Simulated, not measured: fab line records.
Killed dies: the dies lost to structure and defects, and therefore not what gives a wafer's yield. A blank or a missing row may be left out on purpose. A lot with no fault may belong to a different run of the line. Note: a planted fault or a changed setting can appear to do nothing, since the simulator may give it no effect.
Which tool is to blame? | flow sky130 | 6 lots with 18 wafers sampled at 2 steps, on a route of 708 steps

WHAT THE GAUGES SHOWED, per wafer
SKY_METAL4_CD_MEAS_13 targets a cd of 300 nm.
lot  | measured     | on        | cd-nm (nm)
L332 | day 42 18:16 | cd-sem-02 | 299.7 300.6 299.6
L337 | day 44 09:03 | cd-sem-01 | 299.4 300.7 301.0
L340 | day 44 20:20 | cd-sem-01 | 299.1 299.0 297.2
L343 | day 45 23:07 | cd-sem-01 | 301.0 300.2 299.6
L350 | day 47 02:04 | cd-sem-01 | 300.5 300.5 299.5
L352 | day 47 11:10 | cd-sem-01 | 300.1 300.5 300.8

TOOL THAT RAN EACH LOT (tool first, then ch and the chambers of the sampled wafers, then the start)
lot  | SKY_METAL4_SPUTTER_04
L332 | pvd-sputter-03, day 40 17:21
L337 | pvd-sputter-04, day 42 11:33
L340 | pvd-sputter-03, day 42 23:53
L343 | pvd-sputter-02, day 44 03:13
L350 | pvd-sputter-02, day 45 07:35
L352 | pvd-sputter-02, day 45 17:44
- SKY_METAL4_SPUTTER_04: material TiN, target thk 70 nm, time 58.3 s.

THE ANSWER, worked out from the rows above alone
Rule: the usual values come from the lots themselves. Put in order of their means at a reading, lots are off if they are a third of the lots or fewer, leave a main group of 4 or more, and stand apart from it by a gap of 3 or more times the standard deviation of the main group's means; of several such gaps the widest counts. The tables above print the reading to a certain number of digits; a main group whose means all agree to those digits is not used. A lot without any number at a reading at which 4 lots or more have one is off too. Any other lot the step has rows for is counted as sound.
Off: L340 (SKY_METAL4_CD_MEAS_13, cd-nm). For the main group the mean is 300.2 nm and the standard deviation 0.17.
If a tool, at a process step before that reading, ran all the lots that are off and no sound lot after the first of them, it fits. The gauges at SKY_METAL4_CD_MEAS_13 are tried like those tools. One fits: pvd-sputter-03 at SKY_METAL4_SPUTTER_04. Its last sound lot is L332 (day 40 17:21), its first lot that is off L340 (day 42 23:53): a fault that began between those two fits.

WHAT THE SIMULATOR HAD INSERTED
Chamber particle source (pvd-sputter-03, SKY_METAL4_SPUTTER_04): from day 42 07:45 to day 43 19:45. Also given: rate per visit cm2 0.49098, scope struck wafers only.
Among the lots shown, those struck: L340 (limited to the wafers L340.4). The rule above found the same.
